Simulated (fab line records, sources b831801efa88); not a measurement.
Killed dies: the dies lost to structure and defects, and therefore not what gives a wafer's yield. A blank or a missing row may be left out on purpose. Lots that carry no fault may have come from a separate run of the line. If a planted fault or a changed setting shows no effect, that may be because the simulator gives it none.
Which tool was responsible?	flow gf180mcu	Sampling: 11 lots, 33 wafers, 3 of 602 route steps

## WHAT THE GAUGES SHOWED, per wafer
GF_M3_THK_MEAS_06: measures by xrf.
lot	measured	on	M3_ALCU_THK (nm)
L793	day 19 19:31	film-metro-02	454 452 455
L794	day 21 04:51	film-metro-03	453 460 465
L799	day 23 07:25	film-metro-01	441 440 453
L801	day 23 18:41	film-metro-03	447 453 455
L803	day 24 15:34	film-metro-03	465 454 455
L806	day 25 02:12	film-metro-01	436 447 442
L805	day 25 05:22	film-metro-01	436 444 449
L807	day 25 21:04	film-metro-02	452 448 455
L808	day 26 06:45	film-metro-02	448 443 441
L813	day 27 07:44	film-metro-03	458 460 459
L814	day 27 18:05	film-metro-02	451 449 453

## WHAT TOOL EACH LOT RAN ON (gives the tool, then ch and the chambers of the sampled wafers, and finally the start)
lot	GF_V2_STRIP_18	GF_M3_SPUTTER_04
L793	plasma-asher-03 ch 0,1, day 19 17:58	pvd-sputter-01, day 19 19:22
L794	plasma-asher-01 ch 0,1, day 21 03:16	pvd-sputter-03, day 21 04:41
L799	plasma-asher-01 ch 0,1, day 23 05:49	pvd-sputter-01, day 23 07:16
L801	plasma-asher-04 ch 0,1, day 23 17:06	pvd-sputter-01, day 23 18:31
L803	plasma-asher-03 ch 0,1, day 24 13:56	pvd-sputter-01, day 24 15:23
L806	plasma-asher-01 ch 0,1, day 25 00:34	pvd-sputter-03, day 25 02:02
L805	plasma-asher-03 ch 0,1, day 25 03:45	pvd-sputter-01, day 25 05:10
L807	plasma-asher-04 ch 0, day 25 19:28	pvd-sputter-02, day 25 20:54
L808	plasma-asher-01 ch 0,1, day 26 05:10	pvd-sputter-01, day 26 06:35
L813	plasma-asher-04 ch 0,1, day 27 06:07	pvd-sputter-01, day 27 07:35
L814	plasma-asher-04 ch 0,1, day 27 16:25	pvd-sputter-01, day 27 17:55
- GF_V2_STRIP_18: strips in O2/N2.
- GF_M3_SPUTTER_04: material TiN, target thk 50 nm, time 41.7 s.

## THE ANSWER, worked out from the rows above alone
Rule: what is usual is taken from the lots themselves. The widest of any qualifying gaps counts: lots, ordered by their means at a reading, are off when they make up no more than a third of the lots, leave a main group of 4 or more, and stand apart from it by 3 or more times the standard deviation of that group's means. The tables above print the reading to a certain number of digits; a main group whose means all agree to those digits is not used. A lot without any number at a reading at which 4 lots or more have one is off too. The other lots that the step has rows for count as sound.
None of the lots is off at any reading shown; this tells nothing.

## WHAT WAS PUT IN BY THE SIMULATOR
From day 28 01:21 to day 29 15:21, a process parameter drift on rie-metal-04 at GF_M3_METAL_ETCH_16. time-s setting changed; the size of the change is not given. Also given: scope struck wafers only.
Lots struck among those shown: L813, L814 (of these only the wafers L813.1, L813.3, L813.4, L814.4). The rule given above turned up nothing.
